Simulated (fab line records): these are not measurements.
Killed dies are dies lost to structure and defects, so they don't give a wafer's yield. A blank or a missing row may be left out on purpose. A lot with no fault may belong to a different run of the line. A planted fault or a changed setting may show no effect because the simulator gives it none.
fab line records	flow sky130
record: lots: 10	wafers: 30	last-day: 51
route steps=708 shown VIA3@585 CAP2M@603 PAD_OPEN@708
lots that met no fault: from a run of the same line without faults
start-h: the number of hours between the record's first day and the start of the first shown wafer of the lot	wait-h: how many hours have passed since the lot's step before this one	" identical to the entry in the row above	L1.1+2: several wafers, shown together as one row	- no value present, or no start provided	* or withheld: withheld	< > ~ a bound
route shown NAME@n: names a module that has steps shown in the file, with the first one's number in the route	usual: mean/standard deviation taken from wafers without a fault	same: alike in all rows	chamber/n: place in a boat	sites: the reading at each site	_std_site: the values' standard deviation	_edge_site: mean of outer sites minus mean of inner sites	radius-mm: for every site, how far away it sits from the centre of the wafer	mask NAME#n: copy n	behind: the most recent tool/chamber to have shaped the wafer	hold: what put the lot on hold/how long, in hours/how the hold closed	device: transistor that didn't switch, given as n, p or np	end of line: the same wafers' tests at the end of the route	a step with no rows: only its recipe	killed: dies lost to structure and defects at the first sort, not the wafer's yield	map: the dies of a wafer, with x for killed, . for not killed, _ for no die there
set.NAME: the setting as run; set.NAME@STEP: as run at that earlier step	model.NAME: the simulator's own value behind a step, which no gauge read
the route's steps for a sample of lots (tables are steps, rows are wafers)
services: from which hour (start-h, from the record's first day; less than 0 if before it) a tool's chamber was out of use, for how many hours, and why
== steps ==
step: SKY_VIA3_CD_MEAS_12
recipe: target-cd-nm: 200
usual: cd-nm: 200.2/1.5
lot.wafer	tool	chamber	start-h	wait-h	cd-nm
L635.2	cd-sem-02	-	949.57	-	200.9
L635.4	"	-	"	"	199.3
L635.5	"	-	"	"	198.4
L636.1	cd-sem-02	-	963.35	-	201.0
L636.2	"	-	"	"	199.5
L636.5	"	-	"	"	197.9
L639.1	cd-sem-01	-	981.55	-	198.7
L639.2	"	-	"	"	199.2
L639.3	"	-	"	"	198.8
L640.1	cd-sem-02	-	984.95	-	199.2
L640.3	"	-	"	"	200.8
L640.4	"	-	"	"	198.9
L645.2	cd-sem-01	-	1020.97	-	197.6
L645.4	"	-	"	"	198.9
L645.5	"	-	"	"	199.2
L647.1	cd-sem-02	-	1032.79	-	201.6
L647.5	"	-	"	"	202.6
L647.6	"	-	"	"	201.8
L651.3	cd-sem-01	-	1060.43	-	199.9
L651.5	"	-	"	"	199.5
L651.6	"	-	"	"	200.4
L652.1	cd-sem-02	-	1066.55	-	200.7
L652.5	"	-	"	"	199.8
L652.6	"	-	"	"	201.3
L655.1	cd-sem-02	-	1081.45	-	200.3
L655.3	"	-	"	"	198.8
L655.4	"	-	"	"	198.1
L656.1	cd-sem-02	-	1096.20	-	198.2
L656.5	"	-	"	"	197.0
L656.6	"	-	"	"	198.8
step: SKY_VIA3_ETCH_14
recipe: chemistry: N2/H2	target: BARC	ion-energy-ev: 200	source-w: 500	bias-w: 100	pressure-mtorr: 30	n2-flow-sccm: 100	h2-flow-sccm: 200	stop-on: SiO2	time-s: 45.9	target-depth-a: 600
usual: drypump-motor-current-A: 5.7/0.36	oes-product-au: 0.855/0.0046	throttle-valve-pct: 13.224/0.01
lot.wafer	tool	chamber	start-h	wait-h	drypump-motor-current-A	oes-product-au	rf-hours-counter-h	throttle-valve-pct
L635.2	rie-diel-03	3	949.71	0.0	5.0	0.851	13	13.246
L635.4	"	2	"	"	6.3	0.851	11	13.216
L635.5	"	2	"	"	6.3	0.861	-	13.224
L636.1	rie-diel-02	0	963.51	0.0	6.3	0.848	3	13.234
L636.2	"	3	"	"	5.3	0.853	19	13.233
L636.5	"	2	"	"	6.0	0.849	-	13.208
L639.1	rie-diel-02	3	981.71	0.0	5.3	0.868	20	13.230
L639.2	"	1	"	"	5.7	0.866	6	13.228
L639.3	"	0	"	"	6.3	0.863	3	13.216
L640.1	rie-diel-01	1	985.11	0.0	5.5	0.852	1	13.214
L640.3	"	0	"	"	5.7	0.858	4	13.212
L640.4	"	3	"	"	5.5	0.859	22	13.223
L645.2	rie-diel-03	1	1021.11	0.0	5.8	0.852	14	13.234
L645.4	"	3	"	"	4.9	0.857	15	13.227
L645.5	"	0	"	"	6.1	0.861	-	13.211
L647.1	rie-diel-03	1	1032.95	0.0	5.8	0.855	14	13.239
L647.5	"	2	"	"	6.3	0.853	-	13.221
L647.6	"	1	"	"	5.8	0.849	-	13.216
L651.3	rie-diel-01	0	1060.55	0.0	5.7	0.850	8	13.229
L651.5	"	0	"	"	5.7	0.849	-	13.219
L651.6	"	1	"	"	5.5	0.854	-	13.212
L652.1	rie-diel-01	0	1066.71	0.0	5.7	0.857	8	13.236
L652.5	"	3	"	"	5.5	0.858	-	13.222
L652.6	"	0	"	"	5.7	0.857	-	13.230
L655.1	rie-diel-01	3	1081.61	0.0	5.5	0.850	27	13.234
L655.3	"	1	"	"	5.5	0.858	5	13.234
L655.4	"	2	"	"	5.4	0.856	19	13.229
L656.1	rie-diel-02	0	1096.36	0.0	6.3	0.854	7	13.215
L656.5	"	3	"	"	5.3	0.853	-	13.220
L656.6	"	0	"	"	6.3	0.853	-	13.241
step: SKY_CAP2M_CVD_00
recipe: material: SiO2	target-thk-nm: 15.5	temp-c: 400	time-s: withheld	rf-w: 450
usual: heater-power-w: 718/110
lot.wafer	tool	chamber	start-h	wait-h	heater-power-w
L635.2	pecvd-03	2	951.38	0.0	819
L635.4	"	2	"	"	783
L635.5	"	1	"	"	700
L636.1	pecvd-04	2	965.07	0.0	647
L636.2	"	1	"	"	739
L636.5	"	1	"	"	734
L639.1	pecvd-02	1	983.23	0.0	845
L639.2	"	2	"	"	1046
L639.3	"	0	"	"	598
L640.1	pecvd-02	1	986.67	0.0	736
L640.3	"	0	"	"	593
L640.4	"	0	"	"	597
L645.2	pecvd-03	2	1022.67	0.0	699
L645.4	"	0	"	"	660
L645.5	"	2	"	"	719
L647.1	pecvd-04	2	1034.47	0.0	683
L647.5	"	1	"	"	680
L647.6	"	2	"	"	709
L651.3	pecvd-02	1	1062.31	0.0	753
L651.5	"	2	"	"	993
L651.6	"	0	"	"	518
L652.1	pecvd-02	1	1068.27	0.0	775
L652.5	"	1	"	"	766
L652.6	"	2	"	"	1038
L655.1	pecvd-02	2	1083.23	0.0	934
L655.3	"	0	"	"	536
L655.4	"	0	"	"	540
L656.1	pecvd-03	1	1097.88	0.0	675
L656.5	"	2	"	"	764
L656.6	"	0	"	"	659
step: SKY_CAP2M_SPUTTER_02
recipe: material: TiN	target-thk-nm: 200	temp-c: 300	power-w: 6500	time-s: 166.7	chamber-pressure-pa: 0.4
usual: chamber-pressure-pa: 0.4000/0.00076	throttle-valve-pct: 29.9/1.1
lot.wafer	tool	chamber	start-h	wait-h	chamber-pressure-pa	throttle-valve-pct
L635.2	pvd-sputter-02	-	951.46	0.0	0.4008	29.9
L635.4	"	-	"	"	0.3999	27.2
L635.5	"	-	"	"	0.4004	29.4
L636.1	pvd-sputter-01	-	965.16	0.1	0.3993	29.8
L636.2	"	-	"	"	0.3992	30.1
L636.5	"	-	"	"	0.3989	30.2
L639.1	pvd-sputter-03	-	983.32	0.1	0.3993	31.3
L639.2	"	-	"	"	0.4007	30.1
L639.3	"	-	"	"	0.3988	30.0
L640.1	pvd-sputter-01	-	986.75	0.1	0.3999	30.0
L640.3	"	-	"	"	0.4000	29.9
L640.4	"	-	"	"	0.3997	29.7
L645.2	pvd-sputter-01	-	1022.76	0.0	0.3991	29.8
L645.4	"	-	"	"	0.3993	29.9
L645.5	"	-	"	"	0.4015	30.4
L647.1	pvd-sputter-01	-	1034.55	0.1	0.3993	29.6
L647.5	"	-	"	"	0.4005	29.7
L647.6	"	-	"	"	0.4007	30.1
L651.3	pvd-sputter-03	-	1062.39	0.0	0.4003	29.8
L651.5	"	-	"	"	0.4000	30.1
L651.6	"	-	"	"	0.4002	30.4
L652.1	pvd-sputter-03	-	1068.35	0.1	0.4005	31.3
L652.5	"	-	"	"	0.4010	28.6
L652.6	"	-	"	"	0.3993	30.1
L655.1	pvd-sputter-02	-	1083.31	0.1	0.3996	31.4
L655.3	"	-	"	"	0.4010	30.2
L655.4	"	-	"	"	0.3996	29.4
L656.1	pvd-sputter-02	-	1097.96	0.1	0.3984	31.3
L656.5	"	-	"	"	0.4010	29.9
L656.6	"	-	"	"	0.3987	27.5
step: SKY_CAP2M_RS_MEAS_03
recipe: thk-meas-gauge: four-point-probe	reads: TiN_of_CAP2M_SPUTTER_02
usual: CAP2M_TIN_RS: 6.85/0.081
lot.wafer	tool	chamber	start-h	wait-h	CAP2M_TIN_RS[ohm/sq]
L635.2	film-metro-03	-	951.59	0.1	6.96
L635.4	"	-	"	"	6.89
L635.5	"	-	"	"	7.02
L636.1	film-metro-04	-	965.27	0.1	6.79
L636.2	"	-	"	"	6.76
L636.5	"	-	"	"	6.74
L639.1	film-metro-04	-	983.43	0.1	6.70
L639.2	"	-	"	"	6.82
L639.3	"	-	"	"	6.77
L640.1	film-metro-02	-	986.86	0.1	6.91
L640.3	"	-	"	"	6.88
L640.4	"	-	"	"	6.90
L645.2	film-metro-02	-	1022.89	0.1	5.19
L645.4	"	-	"	"	6.89
L645.5	"	-	"	"	5.19
L647.1	film-metro-02	-	1034.66	0.1	6.94
L647.5	"	-	"	"	5.24
L647.6	"	-	"	"	6.93
L651.3	film-metro-03	-	1062.54	0.1	6.80
L651.5	"	-	"	"	6.91
L651.6	"	-	"	"	6.80
L652.1	film-metro-03	-	1068.46	0.1	6.80
L652.5	"	-	"	"	6.92
L652.6	"	-	"	"	6.76
L655.1	film-metro-04	-	1083.42	0.1	6.79
L655.3	"	-	"	"	6.72
L655.4	"	-	"	"	6.71
L656.1	film-metro-02	-	1098.07	0.1	6.93
L656.5	"	-	"	"	6.90
L656.6	"	-	"	"	6.93
step: SKY_CAP2M_THK_MEAS_04
recipe: thk-meas-gauge: xrf	reads: TiN_of_CAP2M_SPUTTER_02
usual: CAP2M_TIN_THK: 199.1/2.3
lot.wafer	tool	chamber	start-h	wait-h	CAP2M_TIN_THK[nm]
L635.2	film-metro-03	-	951.70	0.1	196.3
L635.4	"	-	"	"	198.1
L635.5	"	-	"	"	194.5
L636.1	film-metro-04	-	965.39	0.1	200.8
L636.2	"	-	"	"	200.9
L636.5	"	-	"	"	201.2
L639.1	film-metro-04	-	983.55	0.1	203.7
L639.2	"	-	"	"	200.7
L639.3	"	-	"	"	201.4
L640.1	film-metro-02	-	986.98	0.1	197.0
L640.3	"	-	"	"	198.0
L640.4	"	-	"	"	197.7
L645.2	film-metro-02	-	1023.00	0.1	260.7
L645.4	"	-	"	"	197.6
L645.5	"	-	"	"	260.9
L647.1	film-metro-02	-	1034.78	0.1	197.9
L647.5	"	-	"	"	259.5
L647.6	"	-	"	"	197.6
L651.3	film-metro-03	-	1062.64	0.1	200.8
L651.5	"	-	"	"	196.9
L651.6	"	-	"	"	199.9
L652.1	film-metro-03	-	1068.58	0.1	201.1
L652.5	"	-	"	"	197.5
L652.6	"	-	"	"	201.5
L655.1	film-metro-04	-	1083.54	0.1	201.9
L655.3	"	-	"	"	203.2
L655.4	"	-	"	"	203.6
L656.1	film-metro-02	-	1098.19	0.1	196.9
L656.5	"	-	"	"	197.8
L656.6	"	-	"	"	197.4
step: SKY_CAP2M_METAL_ETCH_13
recipe: target-depth-nm: 220	stop-on: SiO2	chemistry: Cl2/BCl3	target: TiN	pressure-mtorr: 10.27	icp-w: 900	bias-w: 48.5	Cl2_flow_sccm: 60	bcl3-flow-sccm: 30	time-s: 62.9
usual: drypump-motor-current-A: 5.7/0.52	mfc-cl2-sccm: 60.00/0.18	oes-product-au: 0.946/0.0079	throttle-valve-pct: 21.588/0.01
lot.wafer	tool	chamber	start-h	wait-h	drypump-motor-current-A	mfc-cl2-sccm	oes-product-au	rf-hours-counter-h	throttle-valve-pct
L635.2	rie-metal-03	1	975.53	0.0	5.9	59.81	0.936	18	21.584
L635.4	"	0	"	"	4.9	60.25	0.946	-	21.611
L635.5	"	1	"	"	5.8	59.60	0.931	-	21.594
L636.1	rie-metal-03	1	989.00	0.0	5.8	60.13	0.949	19	21.588
L636.2	"	0	"	"	4.9	60.01	0.954	8	21.587
L636.5	"	0	"	"	4.9	60.05	0.951	-	21.598
L639.1	rie-metal-02	0	1006.60	0.0	5.0	60.30	0.956	6	21.578
L639.2	"	1	"	"	5.8	60.18	0.952	7	21.582
L639.3	"	0	"	"	5.0	60.08	0.957	-	21.588
L640.1	rie-metal-04	1	1010.70	0.0	6.3	59.64	0.936	9	21.581
L640.3	"	0	"	"	6.0	60.10	0.949	-	21.597
L640.4	"	1	"	"	6.3	59.77	0.957	-	21.589
L645.2	rie-metal-03	1	1046.03	0.0	5.8	60.01	1.021	2	21.531
L645.4	"	0	"	"	4.9	59.97	0.941	-	21.604
L645.5	"	0	"	"	4.9	59.87	1.019	-	21.547
L647.1	rie-metal-03	1	1057.18	0.0	5.8	59.89	0.946	2	21.590
L647.5	"	0	"	"	4.9	60.17	1.012	-	21.546
L647.6	"	1	"	"	5.8	59.97	0.944	-	21.586
L651.3	rie-metal-04	1	1083.27	0.0	6.3	60.26	0.957	-	21.585
L651.5	"	0	"	"	6.0	59.78	0.944	-	21.605
L651.6	"	1	"	"	6.3	60.23	0.952	-	21.595
L652.1	rie-metal-02	1	1089.14	0.0	5.8	60.35	0.945	12	21.572
L652.5	"	0	"	"	5.0	60.05	0.932	-	21.598
L652.6	"	1	"	"	5.8	60.09	0.940	-	21.580
L655.1	rie-metal-02	1	1103.28	0.0	5.8	60.26	0.957	13	21.575
L655.3	"	0	"	"	5.0	60.24	0.962	-	21.572
L655.4	"	1	"	"	5.8	60.12	0.963	-	21.579
L656.1	rie-metal-04	0	1118.18	0.0	6.1	59.98	0.937	14	21.585
L656.5	"	0	"	"	6.0	59.97	0.944	-	21.579
L656.6	"	1	"	"	6.3	60.13	0.937	-	21.592
step: SKY_PAD_OPEN_PROBE_99
usual: defect-limited-yield: 82.5/1.6	killed_at_M0_to_M3: 43/6.6	killed_at_M4_up: 3.4/1.8	killed-at-contacts: 24/5.7	killed-at-front-end: 15/4.2	killed-at-other: 0.3/0.58	killed-dies: 86/8	killed-open: 46/7.2	killed-short: 39/5.8
same: gross-dies: 492	killed-at-back-side: 0
lot.wafer	tool	chamber	start-h	wait-h	defect-limited-yield[%]	killed_at_M0_to_M3	killed_at_M4_up	killed-at-contacts	killed-at-front-end	killed-at-other	killed-dies	killed-open	killed-short
L635.2	prober-01	-	1094.76	0.1	83.5	38	0	20	23	0	81	51	30
L635.4	prober-01	-	1094.86	0.2	81.3	49	2	24	16	1	92	55	36
L635.5	prober-01	-	1094.91	0.2	78.5	53	7	29	16	1	106	52	53
L636.1	prober-02	-	1105.72	0.1	82.7	44	2	19	20	0	85	44	41
L636.2	prober-02	-	1105.77	0.1	83.3	42	0	24	16	0	82	47	35
L636.5	prober-02	-	1105.92	0.2	83.1	37	2	25	19	0	83	46	37
L639.1	prober-02	-	1122.28	0.1	83.3	28	4	27	23	0	82	37	45
L639.2	prober-02	-	1122.33	0.1	81.9	50	0	18	21	0	89	48	41
L639.3	prober-02	-	1122.38	0.2	81.3	46	4	17	25	0	92	53	37
L640.1	prober-02	-	1124.88	0.1	80.9	46	1	33	14	0	94	63	31
L640.3	prober-02	-	1124.98	0.2	82.3	41	4	29	13	0	87	51	36
L640.4	prober-02	-	1125.03	0.2	80.3	55	2	26	14	0	97	51	46
L645.2	prober-02	-	1156.42	0.1	85.8	33	8	16	13	0	70	25	45
L645.4	prober-02	-	1156.52	0.2	84.3	37	3	22	15	0	77	38	39
L645.5	prober-02	-	1156.57	0.2	80.7	51	2	30	12	0	95	59	36
L647.1	prober-02	-	1164.43	0.1	81.9	44	4	28	13	0	89	53	36
L647.5	prober-02	-	1164.63	0.2	82.9	46	2	25	10	1	84	37	47
L647.6	prober-02	-	1164.68	0.2	82.7	47	1	29	8	0	85	46	39
L651.3	prober-01	-	1185.98	0.2	85.0	32	3	16	22	1	74	31	42
L651.5	prober-01	-	1186.08	0.2	83.1	42	5	21	14	1	83	49	33
L651.6	prober-01	-	1186.13	0.2	83.5	37	1	21	20	2	81	42	38
L652.1	prober-01	-	1192.03	0.1	81.7	43	5	31	10	1	90	45	45
L652.5	prober-01	-	1192.23	0.2	82.7	49	7	16	13	0	85	45	40
L652.6	prober-01	-	1192.28	0.2	84.8	33	3	22	17	0	75	39	36
L655.1	prober-01	-	1200.03	0.1	83.5	49	2	18	11	1	81	44	36
L655.3	prober-01	-	1200.13	0.2	86.0	24	2	33	9	1	69	39	28
L655.4	prober-01	-	1200.18	0.2	81.1	45	1	29	18	0	93	55	38
L656.1	prober-02	-	1213.12	0.1	80.5	45	2	32	17	0	96	51	45
L656.5	prober-02	-	1213.32	0.2	81.7	48	2	29	11	0	90	44	46
L656.6	prober-02	-	1213.37	0.2	84.3	36	3	26	12	0	77	45	32
killed by level:class
L635.2 VIA2:geometric-particle:open=10 VIA1:geometric-particle:open=8 CONTACT:geometric-particle:open=7 FIELD_ISO:geometric-particle:open=6 LI_CONTACT:geometric-particle:open=6 FIELD_ISO:geometric-particle:short=5 METAL2:geometric-particle:short=5 VIA3:geometric-particle:open=5
L635.4 VIA1:geometric-particle:open=11 LI_CONTACT:geometric-particle:open=9 CONTACT:geometric-particle:open=7 VIA2:geometric-particle:open=7 VIA3:geometric-particle:open=7 FIELD_ISO:geometric-particle:open=5 METAL1:geometric-particle:short=5 VIA1:geometric-particle:short=5
L635.5 VIA2:geometric-particle:open=11 LI_CONTACT:geometric-particle:open=10 VIA1:geometric-particle:open=10 METAL1:geometric-particle:short=9 VIA1:geometric-particle:short=7 LOCAL_INTERCONNECT:geometric-particle:short=6 LI_CONTACT:geometric-particle:short=5 CONTACT:geometric-particle:open=5
L636.1 VIA1:geometric-particle:open=9 METAL2:geometric-particle:short=7 VIA2:geometric-particle:open=7 POLY_GATE:geometric-particle:open=6 LOCAL_INTERCONNECT:geometric-particle:short=6 POLY_GATE:geometric-particle:short=5 CONTACT:geometric-particle:short=5 CONTACT:geometric-particle:open=5
L636.2 VIA1:geometric-particle:open=11 METAL2:geometric-particle:short=8 VIA2:geometric-particle:open=8 FIELD_ISO:geometric-particle:open=7 LI_CONTACT:geometric-particle:short=6 LI_CONTACT:geometric-particle:open=5 CONTACT:geometric-particle:open=5 VIA1:geometric-particle:short=4
L636.5 VIA1:geometric-particle:open=10 CONTACT:geometric-particle:open=10 FIELD_ISO:geometric-particle:short=9 LI_CONTACT:geometric-particle:open=7 METAL2:geometric-particle:short=7 METAL1:geometric-particle:short=6 POLY_GATE:geometric-particle:open=4 VIA2:geometric-particle:open=4
L639.1 METAL2:geometric-particle:short=8 CONTACT:geometric-particle:open=8 FIELD_ISO:geometric-particle:short=7 POLY_GATE:geometric-particle:short=6 LI_CONTACT:geometric-particle:open=6 VIA2:geometric-particle:open=6 LOCAL_INTERCONNECT:geometric-particle:short=5 VIA1:geometric-particle:open=5
L639.2 VIA1:geometric-particle:open=8 VIA3:geometric-particle:open=8 METAL2:geometric-particle:short=7 FIELD_ISO:geometric-particle:short=6 POLY_GATE:geometric-particle:open=6 CONTACT:geometric-particle:open=6 LI_CONTACT:geometric-particle:open=5 METAL1:geometric-particle:short=5
L639.3 CONTACT:geometric-particle:open=9 VIA3:geometric-particle:open=8 VIA1:geometric-particle:open=8 FIELD_ISO:geometric-particle:open=7 POLY_GATE:geometric-particle:short=7 METAL2:geometric-particle:short=6 VIA1:geometric-particle:short=6 VIA2:geometric-particle:open=6
L640.1 LI_CONTACT:geometric-particle:open=13 VIA1:geometric-particle:open=13 CONTACT:geometric-particle:open=10 VIA2:geometric-particle:open=9 VIA3:geometric-particle:open=6 LI_CONTACT:geometric-particle:short=5 VIA2:geometric-particle:short=5 FIELD_ISO:geometric-particle:open=4
L640.3 VIA2:geometric-particle:open=11 CONTACT:geometric-particle:open=11 VIA1:geometric-particle:open=8 LI_CONTACT:geometric-particle:open=6 METAL1:geometric-particle:short=6 LI_CONTACT:geometric-particle:short=5 FIELD_ISO:geometric-particle:open=4 VIA3:geometric-particle:open=4
L640.4 VIA1:geometric-particle:open=13 METAL2:geometric-particle:short=10 LI_CONTACT:geometric-particle:open=7 METAL1:geometric-particle:short=6 VIA1:geometric-particle:short=6 VIA3:geometric-particle:open=6 POLY_GATE:geometric-particle:open=5 LI_CONTACT:geometric-particle:short=5
L645.2 FIELD_ISO:geometric-particle:short=7 VIA1:geometric-particle:open=7 METAL4:geometric-particle:short=5 VIA3:geometric-particle:open=5 LI_CONTACT:geometric-particle:short=4 CONTACT:geometric-particle:short=4 METAL1:geometric-particle:short=4 METAL2:geometric-particle:short=4
L645.4 VIA1:geometric-particle:open=10 CONTACT:geometric-particle:short=6 FIELD_ISO:geometric-particle:short=5 CONTACT:geometric-particle:open=5 VIA2:geometric-particle:short=5 VIA2:geometric-particle:open=5 LI_CONTACT:geometric-particle:open=4 LOCAL_INTERCONNECT:geometric-particle:short=4
L645.5 VIA3:geometric-particle:open=10 CONTACT:geometric-particle:open=10 VIA1:geometric-particle:open=10 VIA2:geometric-particle:open=8 LI_CONTACT:geometric-particle:open=7 VIA1:geometric-particle:short=6 METAL1:geometric-particle:short=5 CONTACT:geometric-particle:short=5
L647.1 VIA1:geometric-particle:open=15 CONTACT:geometric-particle:open=10 LI_CONTACT:geometric-particle:open=8 FIELD_ISO:geometric-particle:open=6 VIA1:geometric-particle:short=6 LOCAL_INTERCONNECT:geometric-particle:short=5 METAL3:geometric-particle:short=5 VIA2:geometric-particle:open=5
L647.5 VIA1:geometric-particle:short=11 VIA1:geometric-particle:open=11 LOCAL_INTERCONNECT:geometric-particle:short=8 CONTACT:geometric-particle:open=5 CONTACT:geometric-particle:short=5 METAL2:geometric-particle:short=5 VIA2:geometric-particle:open=5 VIA3:geometric-particle:open=5
L647.6 CONTACT:geometric-particle:open=13 CONTACT:geometric-particle:short=9 VIA3:geometric-particle:open=9 VIA1:geometric-particle:open=8 VIA2:geometric-particle:open=7 METAL2:geometric-particle:short=7 VIA2:geometric-particle:short=6 LOCAL_INTERCONNECT:geometric-particle:short=5
L651.3 POLY_GATE:geometric-particle:short=7 FIELD_ISO:geometric-particle:short=6 VIA2:geometric-particle:short=6 VIA3:geometric-particle:open=6 VIA2:geometric-particle:open=4 LOCAL_INTERCONNECT:geometric-particle:short=4 CONTACT:geometric-particle:open=4 VIA1:geometric-particle:open=4
L651.5 CONTACT:geometric-particle:open=9 VIA3:geometric-particle:open=8 VIA1:geometric-particle:open=8 VIA1:geometric-particle:short=6 METAL1:geometric-particle:short=6 VIA2:geometric-particle:open=6 LI_CONTACT:geometric-particle:open=5 POLY_GATE:geometric-particle:short=4
L651.6 LI_CONTACT:geometric-particle:open=7 VIA1:geometric-particle:open=7 CONTACT:geometric-particle:open=6 FIELD_ISO:geometric-particle:open=5 FIELD_ISO:geometric-particle:short=5 VIA3:geometric-particle:open=5 METAL3:geometric-particle:short=5 VIA3:geometric-particle:short=5
L652.1 LI_CONTACT:geometric-particle:open=10 VIA1:geometric-particle:open=10 FIELD_ISO:geometric-particle:short=7 METAL2:geometric-particle:short=7 VIA3:geometric-particle:open=7 CONTACT:geometric-particle:short=6 CONTACT:geometric-particle:open=6 METAL1:geometric-particle:short=5
L652.5 VIA1:geometric-particle:open=15 VIA3:geometric-particle:open=8 POLY_GATE:geometric-particle:short=5 LI_CONTACT:geometric-particle:open=4 METAL4:geometric-particle:short=4 METAL1:geometric-particle:short=4 CONTACT:geometric-particle:open=4 VIA1:geometric-particle:short=4
L652.6 LI_CONTACT:geometric-particle:open=9 CONTACT:geometric-particle:open=8 FIELD_ISO:geometric-particle:short=6 VIA3:geometric-particle:open=6 VIA1:geometric-particle:short=5 VIA1:geometric-particle:open=5 VIA2:geometric-particle:open=4 SPACER:geometric-particle:short=4
L655.1 VIA2:geometric-particle:open=8 METAL2:geometric-particle:short=8 VIA3:geometric-particle:open=8 LI_CONTACT:geometric-particle:open=7 LOCAL_INTERCONNECT:geometric-particle:short=6 METAL1:geometric-particle:short=6 VIA1:geometric-particle:open=5 FIELD_ISO:geometric-particle:open=4
L655.3 VIA1:geometric-particle:open=12 CONTACT:geometric-particle:open=10 LOCAL_INTERCONNECT:geometric-particle:short=8 LI_CONTACT:geometric-particle:open=6 VIA3:geometric-particle:open=5 CONTACT:geometric-particle:short=4 POLY_GATE:geometric-particle:short=3 LOCAL_INTERCONNECT:geometric-particle:open=3
L655.4 CONTACT:geometric-particle:open=11 VIA3:geometric-particle:open=11 VIA2:geometric-particle:open=7 METAL2:geometric-particle:open=5 LOCAL_INTERCONNECT:geometric-particle:short=5 METAL2:geometric-particle:short=5 POLY_GATE:geometric-particle:open=4 POLY_GATE:geometric-particle:short=4
L656.1 CONTACT:geometric-particle:open=12 VIA1:geometric-particle:open=9 POLY_GATE:geometric-particle:short=8 VIA3:geometric-particle:open=8 LI_CONTACT:geometric-particle:open=7 VIA2:geometric-particle:open=7 METAL1:geometric-particle:short=6 CONTACT:geometric-particle:short=6
L656.5 CONTACT:geometric-particle:open=16 VIA1:geometric-particle:open=9 METAL1:geometric-particle:short=8 METAL2:geometric-particle:short=8 VIA2:geometric-particle:open=6 CONTACT:geometric-particle:short=5 VIA3:geometric-particle:open=5 VIA2:geometric-particle:short=4
L656.6 LI_CONTACT:geometric-particle:open=10 CONTACT:geometric-particle:open=9 VIA1:geometric-particle:open=7 VIA1:geometric-particle:short=6 VIA2:geometric-particle:open=5 VIA3:geometric-particle:open=5 LI_CONTACT:geometric-particle:short=4 FIELD_ISO:geometric-particle:open=3
== services ==
tool	chamber	start-h	hours	kind
pecvd-03	1	932.65	2.7	repair
rie-diel-03	0	941.09	8.1	repair
pecvd-04	0	962.21	5.2	repair
rie-diel-02	0	964.16	5.6	repair
rie-diel-01	-	969.94	0.6	repair
rie-diel-01	-	971.82	0.6	repair
rie-diel-02	2	978.31	6.6	repair
pvd-sputter-02	-	997.58	3.0	repair
pvd-sputter-03	-	1000.23	11.2	repair
pvd-sputter-03	-	1010.42	7.7	repair
pvd-sputter-03	-	1017.47	2.0	repair
rie-diel-03	3	1028.97	14.7	repair
rie-diel-01	2	1033.71	3.0	repair
pecvd-02	1	1035.10	5.0	scheduled-down
rie-diel-03	0	1037.16	2.3	repair
pecvd-04	-	1057.74	1.2	repair
pvd-sputter-02	-	1062.33	14.3	repair
rie-metal-02	-	1073.95	14.6	pm
pvd-sputter-02	-	1078.97	2.5	repair
rie-diel-01	2	1082.61	12.5	repair
rie-metal-03	0	1093.02	21.8	repair
rie-metal-04	1	1094.80	22.5	repair
rie-metal-03	1	1100.85	13.2	repair
pecvd-04	-	1114.09	4.2	repair
== key ==
first-sign: step: SKY_CAP2M_RS_MEAS_03	reading: CAP2M_TIN_RS	direction: down	sigmas: 20	usual: 6.85	struck: 5.21
effect: step: SKY_CAP2M_THK_MEAS_04	reading: CAP2M_TIN_THK	direction: up	sigmas: 26	usual: 199.1	struck: 260.3
effect: step: SKY_CAP2M_METAL_ETCH_13	reading: oes-product-au	direction: up	sigmas: 9	usual: 0.946	struck: 1.017
met-at SKY_CAP2M_SPUTTER_02
struck-lots L645,L647
struck-wafers L645.2,L645.5,L647.5
not-acting-at SKY_VIA3_CD_MEAS_12,SKY_VIA3_ETCH_14,SKY_CAP2M_CVD_00
onset-between 986.75 1022.76
fault: kind: process-parameter-drift	tool: pvd-sputter-01	chamber: -	onset-h: 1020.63	steps: SKY_CAP2M_SPUTTER_02	channel: target-thk-nm	offset: 61.832	shape: step	end-h: 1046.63	scope: struck-wafers-only	acts-in: these-recipes-only	stated: 200
